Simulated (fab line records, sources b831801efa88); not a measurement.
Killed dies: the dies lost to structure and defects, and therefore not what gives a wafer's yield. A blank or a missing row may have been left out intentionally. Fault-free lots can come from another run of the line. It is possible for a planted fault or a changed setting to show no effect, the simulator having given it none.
fab line records / flow gf180mcu
record: lots: 5 wafers: 15 last_day: 34
route steps=602 shown V1@351 M2@362
lots untouched by any fault: they come from a run of this same line in which no faults occurred
start_h: the number of hours between the record's first day and the start of the first shown wafer of the lot / wait_h: hours elapsed since this lot's preceding step / " repeats the value in the row above / L1.1+2: one row covering several wafers at once / - no value, or no start was given / * or withheld: withheld / < > ~ a bound
route shown NAME@n: names a module that has steps shown in the file, with the first one's number in the route / usual: the fault-free wafers' mean and standard deviation / same: alike in all rows / chamber/n: place in a boat / sites: per-site readings / _std_site: their standard deviation / _edge_site: outer sites' mean less inner sites' / radius_mm: for every site, how far away it sits from the centre of the wafer / mask NAME#n: copy n / behind: the tool/chamber that last shaped the wafer / hold: why the lot went on hold/how many hours it stayed there/how the hold came to an end / device: which transistor (n, p or np) failed to switch / end of line: tests run on the same wafers once the route is complete / where a step has no rows: the recipe by itself / killed: dies that structure and defects cost at the first sort, which is not the same as the wafer's yield / map: the dies of a wafer, with x for killed, . for not killed, _ for no die there
set.NAME: the setting the step ran with; set.NAME@STEP: the setting that earlier step ran with / model.NAME: the simulator's own value behind a step, which no gauge read
lots at selected steps of the route; one table per step, one row per wafer
services: the hour from which a tool's chamber was out of use, counted from the record's first day as start_h (under 0 if before that day), plus the number of hours and why
== steps ==
step: GF_V1_ETCH_16
recipe: chemistry: N2/H2 target_depth_a: withheld overetch_a: withheld time_s: withheld target: BARC ion_energy_ev: 200 source_w: 500 bias_w: 100 pressure_mtorr: 30 n2_flow_sccm: 100 h2_flow_sccm: 200
usual: drypump_motor_current_A: 5.5/0.43 oes_product_au: 0.854/0.005 throttle_valve_pct: 13.226/0.0093
lot.wafer=L280.2 tool=rie_diel-04 chamber=1 start_h=408.23 wait_h=0.0 drypump_motor_current_A=4.8 oes_product_au=0.862 throttle_valve_pct=13.232
lot.wafer=L280.3 tool=rie_diel-04 chamber=3 start_h=408.23 wait_h=0.0 drypump_motor_current_A=5.5 oes_product_au=0.860 throttle_valve_pct=13.241
lot.wafer=L280.5 tool=rie_diel-04 chamber=0 start_h=408.23 wait_h=0.0 drypump_motor_current_A=5.6 oes_product_au=0.865 throttle_valve_pct=13.204
lot.wafer=L291.1 tool=rie_diel-04 chamber=1 start_h=509.98 wait_h=0.0 drypump_motor_current_A=4.8 oes_product_au=0.847 throttle_valve_pct=13.238
lot.wafer=L291.2 tool=rie_diel-04 chamber=3 start_h=509.98 wait_h=0.0 drypump_motor_current_A=5.5 oes_product_au=0.856 throttle_valve_pct=13.212
lot.wafer=L291.6 tool=rie_diel-04 chamber=0 start_h=509.98 wait_h=0.0 drypump_motor_current_A=5.5 oes_product_au=0.853 throttle_valve_pct=13.225
lot.wafer=L299.3 tool=rie_diel-03 chamber=0 start_h=576.62 wait_h=0.0 drypump_motor_current_A=5.2 oes_product_au=0.860 throttle_valve_pct=13.236
lot.wafer=L299.5 tool=rie_diel-03 chamber=0 start_h=576.62 wait_h=0.0 drypump_motor_current_A=5.2 oes_product_au=0.854 throttle_valve_pct=13.221
lot.wafer=L299.6 tool=rie_diel-03 chamber=3 start_h=576.62 wait_h=0.0 drypump_motor_current_A=5.6 oes_product_au=0.852 throttle_valve_pct=13.217
lot.wafer=L302.1 tool=rie_diel-04 chamber=1 start_h=598.93 wait_h=0.0 drypump_motor_current_A=4.8 oes_product_au=0.847 throttle_valve_pct=13.227
lot.wafer=L302.5 tool=rie_diel-04 chamber=2 start_h=598.93 wait_h=0.0 drypump_motor_current_A=5.9 oes_product_au=0.850 throttle_valve_pct=13.231
lot.wafer=L302.6 tool=rie_diel-04 chamber=1 start_h=598.93 wait_h=0.0 drypump_motor_current_A=4.8 oes_product_au=0.855 throttle_valve_pct=13.230
lot.wafer=L303.3 tool=rie_diel-03 chamber=0 start_h=605.34 wait_h=0.0 drypump_motor_current_A=5.2 oes_product_au=0.853 throttle_valve_pct=13.234
lot.wafer=L303.4 tool=rie_diel-03 chamber=1 start_h=605.34 wait_h=0.0 drypump_motor_current_A=5.5 oes_product_au=0.850 throttle_valve_pct=13.220
lot.wafer=L303.6 tool=rie_diel-03 chamber=0 start_h=605.34 wait_h=0.0 drypump_motor_current_A=5.3 oes_product_au=0.853 throttle_valve_pct=13.229
step: GF_V1_ETCH_17
recipe: chemistry: C4F8/O2/Ar mask_material: KrF target: SiO2 stop_on: TiN source_w: 1500 bias_w: 1200 pressure_mtorr: 40 c4f8_flow_sccm: withheld O2_flow_sccm: 6 Ar_flow_sccm: 300 time_s: withheld target_depth_a: 6300
step: GF_V1_STRIP_18
recipe: chemistry: O2/N2 power_w: 1400 pressure_mtorr: 1500 platen_temp_c: 250 o2_flow_sccm: 3000 n2_flow_sccm: 300 overash_fraction: 0.5
step: GF_V1_STRIP_19
recipe: chemistry: post_etch_residue_remover time_s: 1200 temp_c: 72.5
step: GF_V1_CLEAN_20
recipe: chemistry: DIW dry: n2_spin
step: GF_V1_SPUTTER_21
recipe: material: Ti target_thk_nm: 15 chamber_pressure_pa: 5 power_w: 2500 substrate_temp_c: 200 time_s: 80.02
usual: cathode_dc_power_W: 2500.0/0.45 throttle_valve_pct: 30.3/0.78
lot.wafer=L280.2 tool=pvd_sputter-01 chamber=- start_h=408.90 wait_h=0.0 cathode_dc_power_W=2499.5 throttle_valve_pct=31.0
lot.wafer=L280.3 tool=pvd_sputter-01 chamber=- start_h=408.90 wait_h=0.0 cathode_dc_power_W=2500.4 throttle_valve_pct=30.1
lot.wafer=L280.5 tool=pvd_sputter-01 chamber=- start_h=408.90 wait_h=0.0 cathode_dc_power_W=2500.7 throttle_valve_pct=30.1
lot.wafer=L291.1 tool=pvd_sputter-02 chamber=- start_h=510.64 wait_h=0.0 cathode_dc_power_W=2500.2 throttle_valve_pct=31.3
lot.wafer=L291.2 tool=pvd_sputter-02 chamber=- start_h=510.64 wait_h=0.0 cathode_dc_power_W=2500.4 throttle_valve_pct=29.5
lot.wafer=L291.6 tool=pvd_sputter-02 chamber=- start_h=510.64 wait_h=0.0 cathode_dc_power_W=2499.8 throttle_valve_pct=30.2
lot.wafer=L299.3 tool=pvd_sputter-02 chamber=- start_h=577.29 wait_h=0.0 cathode_dc_power_W=2500.2 throttle_valve_pct=31.4
lot.wafer=L299.5 tool=pvd_sputter-02 chamber=- start_h=577.29 wait_h=0.0 cathode_dc_power_W=2499.5 throttle_valve_pct=31.5
lot.wafer=L299.6 tool=pvd_sputter-02 chamber=- start_h=577.29 wait_h=0.0 cathode_dc_power_W=2500.5 throttle_valve_pct=30.5
lot.wafer=L302.1 tool=pvd_sputter-02 chamber=- start_h=599.66 wait_h=0.0 cathode_dc_power_W=2499.4 throttle_valve_pct=30.5
lot.wafer=L302.5 tool=pvd_sputter-02 chamber=- start_h=599.66 wait_h=0.0 cathode_dc_power_W=2499.6 throttle_valve_pct=29.4
lot.wafer=L302.6 tool=pvd_sputter-02 chamber=- start_h=599.66 wait_h=0.0 cathode_dc_power_W=2499.8 throttle_valve_pct=30.4
lot.wafer=L303.3 tool=pvd_sputter-01 chamber=- start_h=606.00 wait_h=0.0 cathode_dc_power_W=2499.9 throttle_valve_pct=30.0
lot.wafer=L303.4 tool=pvd_sputter-01 chamber=- start_h=606.00 wait_h=0.0 cathode_dc_power_W=2500.4 throttle_valve_pct=30.8
lot.wafer=L303.6 tool=pvd_sputter-01 chamber=- start_h=606.00 wait_h=0.0 cathode_dc_power_W=2500.0 throttle_valve_pct=30.3
step: GF_V1_SPUTTER_22
recipe: material: TiN target_thk_nm: 10 chamber_pressure_pa: 5 power_w: 4000 time_s: 40
step: GF_V1_CVD_23
recipe: material: W target_thk_nm: 350 time_s: 105.05 temp_c: 400 pressure_torr: 40
step: GF_V1_RS_MEAS_24
recipe: thk_meas_gauge: four-point-probe reads: W_of_V1_CVD_23+TiN_of_V1_SPUTTER_22+Ti_of_V1_SPUTTER_21
usual: V1_W_RS: 0.328/0.0064
lot.wafer=L280.2 tool=film_metro-03 chamber=- start_h=409.13 wait_h=0.1 V1_W_RS[ohm/sq]=0.321
lot.wafer=L280.3 tool=film_metro-03 chamber=- start_h=409.13 wait_h=0.1 V1_W_RS[ohm/sq]=0.324
lot.wafer=L280.5 tool=film_metro-03 chamber=- start_h=409.13 wait_h=0.1 V1_W_RS[ohm/sq]=0.332
lot.wafer=L291.1 tool=film_metro-01 chamber=- start_h=510.85 wait_h=0.1 V1_W_RS[ohm/sq]=0.332
lot.wafer=L291.2 tool=film_metro-01 chamber=- start_h=510.85 wait_h=0.1 V1_W_RS[ohm/sq]=0.316
lot.wafer=L291.6 tool=film_metro-01 chamber=- start_h=510.85 wait_h=0.1 V1_W_RS[ohm/sq]=0.321
lot.wafer=L299.3 tool=film_metro-03 chamber=- start_h=577.55 wait_h=0.1 V1_W_RS[ohm/sq]=0.323
lot.wafer=L299.5 tool=film_metro-03 chamber=- start_h=577.55 wait_h=0.1 V1_W_RS[ohm/sq]=0.322
lot.wafer=L299.6 tool=film_metro-03 chamber=- start_h=577.55 wait_h=0.1 V1_W_RS[ohm/sq]=0.338
lot.wafer=L302.1 tool=film_metro-02 chamber=- start_h=599.89 wait_h=0.1 V1_W_RS[ohm/sq]=0.338
lot.wafer=L302.5 tool=film_metro-02 chamber=- start_h=599.89 wait_h=0.1 V1_W_RS[ohm/sq]=0.335
lot.wafer=L302.6 tool=film_metro-02 chamber=- start_h=599.89 wait_h=0.1 V1_W_RS[ohm/sq]=0.323
lot.wafer=L303.3 tool=film_metro-03 chamber=- start_h=606.26 wait_h=0.1 V1_W_RS[ohm/sq]=0.328
lot.wafer=L303.4 tool=film_metro-03 chamber=- start_h=606.26 wait_h=0.1 V1_W_RS[ohm/sq]=0.332
lot.wafer=L303.6 tool=film_metro-03 chamber=- start_h=606.26 wait_h=0.1 V1_W_RS[ohm/sq]=0.333
step: GF_V1_THK_MEAS_25
recipe: thk_meas_gauge: xrf reads: W_of_V1_CVD_23
usual: V1_W_THK: 348/7.3
lot.wafer=L280.2 tool=film_metro-03 chamber=- start_h=409.24 wait_h=0.1 V1_W_THK[nm]=354
lot.wafer=L280.3 tool=film_metro-03 chamber=- start_h=409.24 wait_h=0.1 V1_W_THK[nm]=351
lot.wafer=L280.5 tool=film_metro-03 chamber=- start_h=409.24 wait_h=0.1 V1_W_THK[nm]=343
lot.wafer=L291.1 tool=film_metro-01 chamber=- start_h=510.97 wait_h=0.1 V1_W_THK[nm]=343
lot.wafer=L291.2 tool=film_metro-01 chamber=- start_h=510.97 wait_h=0.1 V1_W_THK[nm]=360
lot.wafer=L291.6 tool=film_metro-01 chamber=- start_h=510.97 wait_h=0.1 V1_W_THK[nm]=354
lot.wafer=L299.3 tool=film_metro-03 chamber=- start_h=577.65 wait_h=0.1 V1_W_THK[nm]=348
lot.wafer=L299.5 tool=film_metro-03 chamber=- start_h=577.65 wait_h=0.1 V1_W_THK[nm]=350
lot.wafer=L299.6 tool=film_metro-03 chamber=- start_h=577.65 wait_h=0.1 V1_W_THK[nm]=333
lot.wafer=L302.1 tool=film_metro-02 chamber=- start_h=600.01 wait_h=0.1 V1_W_THK[nm]=340
lot.wafer=L302.5 tool=film_metro-02 chamber=- start_h=600.01 wait_h=0.1 V1_W_THK[nm]=343
lot.wafer=L302.6 tool=film_metro-02 chamber=- start_h=600.01 wait_h=0.1 V1_W_THK[nm]=355
lot.wafer=L303.3 tool=film_metro-03 chamber=- start_h=606.36 wait_h=0.1 V1_W_THK[nm]=346
lot.wafer=L303.4 tool=film_metro-03 chamber=- start_h=606.36 wait_h=0.1 V1_W_THK[nm]=345
lot.wafer=L303.6 tool=film_metro-03 chamber=- start_h=606.36 wait_h=0.1 V1_W_THK[nm]=344
step: GF_V1_CMP_26
recipe: stop_on: SiO2 down_force_psi: 3.5 platen_rpm: 60 t_overpolish_s: 15 target_thk_nm: 0 pad_velocity_m_s: 0.94248
usual: motor_current_A: 11.1/1.5 overpolish_run_s: 14.999/0.0097 time_to_endpoint_s: 85/3.1
lot.wafer=L280.3 tool=cmp-01 chamber=0 start_h=409.34 wait_h=0.1 motor_current_A=12.7 overpolish_run_s=15.008 time_to_endpoint_s=87
lot.wafer=L280.2 tool=cmp-01 chamber=2 start_h=409.34 wait_h=0.1 motor_current_A=10.3 overpolish_run_s=15.004 time_to_endpoint_s=89
lot.wafer=L280.5 tool=cmp-01 chamber=3 start_h=409.34 wait_h=0.1 motor_current_A=13.9 overpolish_run_s=15.006 time_to_endpoint_s=90
lot.wafer=L291.1 tool=cmp-02 chamber=1 start_h=511.03 wait_h=0.1 motor_current_A=10.3 overpolish_run_s=14.989 time_to_endpoint_s=86
lot.wafer=L291.2 tool=cmp-02 chamber=2 start_h=511.03 wait_h=0.1 motor_current_A=10.7 overpolish_run_s=15.018 time_to_endpoint_s=93
lot.wafer=L291.6 tool=cmp-02 chamber=1 start_h=511.03 wait_h=0.1 motor_current_A=10.4 overpolish_run_s=14.981 time_to_endpoint_s=87
lot.wafer=L299.3 tool=cmp-01 chamber=0 start_h=577.74 wait_h=0.1 motor_current_A=12.9 overpolish_run_s=14.995 time_to_endpoint_s=88
lot.wafer=L299.6 tool=cmp-01 chamber=3 start_h=577.74 wait_h=0.1 motor_current_A=14.7 overpolish_run_s=15.004 time_to_endpoint_s=83
lot.wafer=L299.5 tool=cmp-01 chamber=0 start_h=577.74 wait_h=0.1 motor_current_A=13.3 overpolish_run_s=14.997 time_to_endpoint_s=87
lot.wafer=L302.1 tool=cmp-01 chamber=1 start_h=600.24 wait_h=0.2 motor_current_A=10.7 overpolish_run_s=14.993 time_to_endpoint_s=81
lot.wafer=L302.6 tool=cmp-01 chamber=0 start_h=600.24 wait_h=0.2 motor_current_A=12.9 overpolish_run_s=14.980 time_to_endpoint_s=84
lot.wafer=L302.5 tool=cmp-01 chamber=1 start_h=600.24 wait_h=0.2 motor_current_A=11.0 overpolish_run_s=15.005 time_to_endpoint_s=82
lot.wafer=L303.3 tool=cmp-02 chamber=2 start_h=606.45 wait_h=0.1 motor_current_A=11.1 overpolish_run_s=15.003 time_to_endpoint_s=84
lot.wafer=L303.4 tool=cmp-02 chamber=0 start_h=606.45 wait_h=0.1 motor_current_A=11.3 overpolish_run_s=15.009 time_to_endpoint_s=84
lot.wafer=L303.6 tool=cmp-02 chamber=2 start_h=606.45 wait_h=0.1 motor_current_A=10.6 overpolish_run_s=14.986 time_to_endpoint_s=87
step: GF_M2_SPUTTER_00
recipe: material: Ti target_thk_nm: 37.5 arriving_ion_energy_ev: 80 substrate_temp_c: 200 chamber_pressure_pa: 2 power_w: 4000 time_s: 150
usual: cathode_dc_power_W: 4000.0/0.75 throttle_valve_pct: 30.1/1
lot.wafer=L280.2 tool=pvd_sputter-03 chamber=- start_h=409.59 wait_h=0.1 cathode_dc_power_W=4000.9 throttle_valve_pct=30.0
lot.wafer=L280.3 tool=pvd_sputter-03 chamber=- start_h=409.59 wait_h=0.1 cathode_dc_power_W=3998.3 throttle_valve_pct=29.8
lot.wafer=L280.5 tool=pvd_sputter-03 chamber=- start_h=409.59 wait_h=0.1 cathode_dc_power_W=3999.3 throttle_valve_pct=28.1
lot.wafer=L291.1 tool=pvd_sputter-03 chamber=- start_h=511.33 wait_h=0.2 cathode_dc_power_W=4000.6 throttle_valve_pct=29.6
lot.wafer=L291.2 tool=pvd_sputter-03 chamber=- start_h=511.33 wait_h=0.2 cathode_dc_power_W=4000.6 throttle_valve_pct=30.3
lot.wafer=L291.6 tool=pvd_sputter-03 chamber=- start_h=511.33 wait_h=0.2 cathode_dc_power_W=4000.4 throttle_valve_pct=30.2
lot.wafer=L299.3 tool=pvd_sputter-02 chamber=- start_h=577.99 wait_h=0.2 cathode_dc_power_W=4000.4 throttle_valve_pct=30.7
lot.wafer=L299.5 tool=pvd_sputter-02 chamber=- start_h=577.99 wait_h=0.2 cathode_dc_power_W=3999.6 throttle_valve_pct=30.5
lot.wafer=L299.6 tool=pvd_sputter-02 chamber=- start_h=577.99 wait_h=0.2 cathode_dc_power_W=3999.6 throttle_valve_pct=31.4
lot.wafer=L302.1 tool=pvd_sputter-04 chamber=- start_h=600.49 wait_h=0.2 cathode_dc_power_W=3999.9 throttle_valve_pct=28.7
lot.wafer=L302.5 tool=pvd_sputter-04 chamber=- start_h=600.49 wait_h=0.2 cathode_dc_power_W=3998.4 throttle_valve_pct=30.9
lot.wafer=L302.6 tool=pvd_sputter-04 chamber=- start_h=600.49 wait_h=0.2 cathode_dc_power_W=4000.1 throttle_valve_pct=28.8
lot.wafer=L303.3 tool=pvd_sputter-02 chamber=- start_h=606.70 wait_h=0.2 cathode_dc_power_W=3999.5 throttle_valve_pct=30.3
lot.wafer=L303.4 tool=pvd_sputter-02 chamber=- start_h=606.70 wait_h=0.2 cathode_dc_power_W=4000.3 throttle_valve_pct=30.2
lot.wafer=L303.6 tool=pvd_sputter-02 chamber=- start_h=606.70 wait_h=0.2 cathode_dc_power_W=4000.5 throttle_valve_pct=29.9
step: GF_M2_SPUTTER_01
recipe: material: TiN target_thk_nm: 30 power_w: 6500 time_s: 25 chamber_pressure_pa: 0.4
usual: cathode_dc_power_W: 6500.1/1.2 throttle_valve_pct: 30.1/1.1
lot.wafer=L280.2 tool=pvd_sputter-03 chamber=- start_h=409.69 wait_h=0.1 cathode_dc_power_W=6501.2 throttle_valve_pct=30.1 model.TiN_of_M2_SPUTTER_01.thk_nm=30.21
lot.wafer=L280.3 tool=pvd_sputter-03 chamber=- start_h=409.69 wait_h=0.1 cathode_dc_power_W=6498.3 throttle_valve_pct=29.5 model.TiN_of_M2_SPUTTER_01.thk_nm=30.11
lot.wafer=L280.5 tool=pvd_sputter-03 chamber=- start_h=409.69 wait_h=0.1 cathode_dc_power_W=6501.8 throttle_valve_pct=27.8 model.TiN_of_M2_SPUTTER_01.thk_nm=30.29
lot.wafer=L291.1 tool=pvd_sputter-03 chamber=- start_h=511.43 wait_h=0.1 cathode_dc_power_W=6500.0 throttle_valve_pct=29.8 model.TiN_of_M2_SPUTTER_01.thk_nm=30.17
lot.wafer=L291.2 tool=pvd_sputter-03 chamber=- start_h=511.43 wait_h=0.1 cathode_dc_power_W=7199.0 throttle_valve_pct=30.2 model.TiN_of_M2_SPUTTER_01.thk_nm=33.47
lot.wafer=L291.6 tool=pvd_sputter-03 chamber=- start_h=511.43 wait_h=0.1 cathode_dc_power_W=6500.1 throttle_valve_pct=30.4 model.TiN_of_M2_SPUTTER_01.thk_nm=29.81
lot.wafer=L299.3 tool=pvd_sputter-02 chamber=- start_h=578.09 wait_h=0.1 cathode_dc_power_W=6499.1 throttle_valve_pct=30.5 model.TiN_of_M2_SPUTTER_01.thk_nm=30.3
lot.wafer=L299.5 tool=pvd_sputter-02 chamber=- start_h=578.09 wait_h=0.1 cathode_dc_power_W=6500.2 throttle_valve_pct=30.8 model.TiN_of_M2_SPUTTER_01.thk_nm=30.31
lot.wafer=L299.6 tool=pvd_sputter-02 chamber=- start_h=578.09 wait_h=0.1 cathode_dc_power_W=6500.3 throttle_valve_pct=31.6 model.TiN_of_M2_SPUTTER_01.thk_nm=30.13
lot.wafer=L302.1 tool=pvd_sputter-04 chamber=- start_h=600.59 wait_h=0.1 cathode_dc_power_W=6500.2 throttle_valve_pct=28.6 model.TiN_of_M2_SPUTTER_01.thk_nm=29.72
lot.wafer=L302.5 tool=pvd_sputter-04 chamber=- start_h=600.59 wait_h=0.1 cathode_dc_power_W=6498.7 throttle_valve_pct=31.4 model.TiN_of_M2_SPUTTER_01.thk_nm=29.76
lot.wafer=L302.6 tool=pvd_sputter-04 chamber=- start_h=600.59 wait_h=0.1 cathode_dc_power_W=6499.8 throttle_valve_pct=28.4 model.TiN_of_M2_SPUTTER_01.thk_nm=29.57
lot.wafer=L303.3 tool=pvd_sputter-02 chamber=- start_h=606.80 wait_h=0.1 cathode_dc_power_W=6500.6 throttle_valve_pct=30.6 model.TiN_of_M2_SPUTTER_01.thk_nm=30.38
lot.wafer=L303.4 tool=pvd_sputter-02 chamber=- start_h=606.80 wait_h=0.1 cathode_dc_power_W=6499.8 throttle_valve_pct=30.2 model.TiN_of_M2_SPUTTER_01.thk_nm=29.88
lot.wafer=L303.6 tool=pvd_sputter-02 chamber=- start_h=606.80 wait_h=0.1 cathode_dc_power_W=6497.8 throttle_valve_pct=30.1 model.TiN_of_M2_SPUTTER_01.thk_nm=29.93
step: GF_M2_SPUTTER_02
recipe: material: AlCu target_thk_nm: 450 power_w: 10600 time_s: 23.9 chamber_pressure_pa: 0.4
usual: cathode_dc_power_W: 10600/1.9 throttle_valve_pct: 30.1/1
lot.wafer=L280.2 tool=pvd_sputter-03 chamber=- start_h=409.72 wait_h=0.0 cathode_dc_power_W=10596 throttle_valve_pct=30.0
lot.wafer=L280.3 tool=pvd_sputter-03 chamber=- start_h=409.72 wait_h=0.0 cathode_dc_power_W=10602 throttle_valve_pct=29.8
lot.wafer=L280.5 tool=pvd_sputter-03 chamber=- start_h=409.72 wait_h=0.0 cathode_dc_power_W=10605 throttle_valve_pct=28.1
lot.wafer=L291.1 tool=pvd_sputter-03 chamber=- start_h=511.46 wait_h=0.0 cathode_dc_power_W=10601 throttle_valve_pct=29.9
lot.wafer=L291.2 tool=pvd_sputter-03 chamber=- start_h=511.46 wait_h=0.0 cathode_dc_power_W=10600 throttle_valve_pct=30.2
lot.wafer=L291.6 tool=pvd_sputter-03 chamber=- start_h=511.46 wait_h=0.0 cathode_dc_power_W=10600 throttle_valve_pct=30.3
lot.wafer=L299.3 tool=pvd_sputter-02 chamber=- start_h=578.12 wait_h=0.0 cathode_dc_power_W=10600 throttle_valve_pct=30.8
lot.wafer=L299.5 tool=pvd_sputter-02 chamber=- start_h=578.12 wait_h=0.0 cathode_dc_power_W=10602 throttle_valve_pct=30.5
lot.wafer=L299.6 tool=pvd_sputter-02 chamber=- start_h=578.12 wait_h=0.0 cathode_dc_power_W=10603 throttle_valve_pct=31.6
lot.wafer=L302.1 tool=pvd_sputter-04 chamber=- start_h=600.62 wait_h=0.0 cathode_dc_power_W=10599 throttle_valve_pct=28.6
lot.wafer=L302.5 tool=pvd_sputter-04 chamber=- start_h=600.62 wait_h=0.0 cathode_dc_power_W=10599 throttle_valve_pct=31.1
lot.wafer=L302.6 tool=pvd_sputter-04 chamber=- start_h=600.62 wait_h=0.0 cathode_dc_power_W=10601 throttle_valve_pct=28.7
lot.wafer=L303.3 tool=pvd_sputter-02 chamber=- start_h=606.83 wait_h=0.0 cathode_dc_power_W=10599 throttle_valve_pct=30.5
lot.wafer=L303.4 tool=pvd_sputter-02 chamber=- start_h=606.83 wait_h=0.0 cathode_dc_power_W=10597 throttle_valve_pct=30.2
lot.wafer=L303.6 tool=pvd_sputter-02 chamber=- start_h=606.83 wait_h=0.0 cathode_dc_power_W=10599 throttle_valve_pct=30.4
== services ==
tool=cmp-01 chamber=- start_h=404.28 hours=4.0 kind=pm
tool=pvd_sputter-03 chamber=- start_h=415.81 hours=3.2 kind=repair
tool=cmp-02 chamber=- start_h=422.97 hours=6.7 kind=pm
tool=cmp-02 chamber=- start_h=441.38 hours=4.1 kind=repair
tool=cmp-02 chamber=- start_h=458.83 hours=0.3 kind=repair
tool=cmp-02 chamber=- start_h=464.26 hours=1.7 kind=repair
tool=rie_diel-03 chamber=- start_h=464.93 hours=2.8 kind=pm
tool=cmp-01 chamber=- start_h=465.98 hours=5.2 kind=pm
tool=cmp-02 chamber=- start_h=477.84 hours=2.4 kind=repair
tool=cmp-02 chamber=- start_h=485.09 hours=5.7 kind=repair
tool=cmp-01 chamber=- start_h=525.76 hours=1.0 kind=repair
tool=rie_diel-03 chamber=3 start_h=551.67 hours=1.9 kind=repair
tool=cmp-01 chamber=- start_h=552.41 hours=8.6 kind=pm
tool=rie_diel-03 chamber=2 start_h=554.27 hours=19.0 kind=repair
tool=rie_diel-04 chamber=3 start_h=570.38 hours=5.1 kind=repair
tool=cmp-02 chamber=- start_h=572.19 hours=4.0 kind=pm
tool=pvd_sputter-03 chamber=- start_h=573.68 hours=3.8 kind=repair
tool=pvd_sputter-03 chamber=- start_h=574.17 hours=4.4 kind=repair
tool=pvd_sputter-02 chamber=2 start_h=581.52 hours=- kind=consumable_replace:kit
tool=pvd_sputter-04 chamber=- start_h=582.85 hours=8.4 kind=repair
tool=cmp-02 chamber=- start_h=591.87 hours=6.7 kind=pm
tool=pvd_sputter-03 chamber=- start_h=593.28 hours=105.8 kind=repair
tool=pvd_sputter-01 chamber=- start_h=593.74 hours=5.9 kind=repair
tool=rie_diel-04 chamber=0 start_h=602.07 hours=115.4 kind=repair
== key ==
first_sign: step: GF_M2_SPUTTER_01 reading: cathode_dc_power_W direction: up sigmas: 99+ usual: 6500.1 struck: 7199.0
effect none on later readings
model_effect: step: GF_M2_SPUTTER_01 value: TiN_of_M2_SPUTTER_01.thk_nm without: 30.24 struck: 33.47
met_at GF_M2_SPUTTER_01
struck_wafers L291.2
onset_between 409.69 511.43
fault: kind: process_parameter_drift tool: pvd_sputter-03 chamber: - onset_h: 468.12 steps: GF_M2_SPUTTER_01 channel: power_w offset: 699.09 shape: step end_h: 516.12 acts_in: these_recipes_only stated: 6500 scope: struck_wafers_only
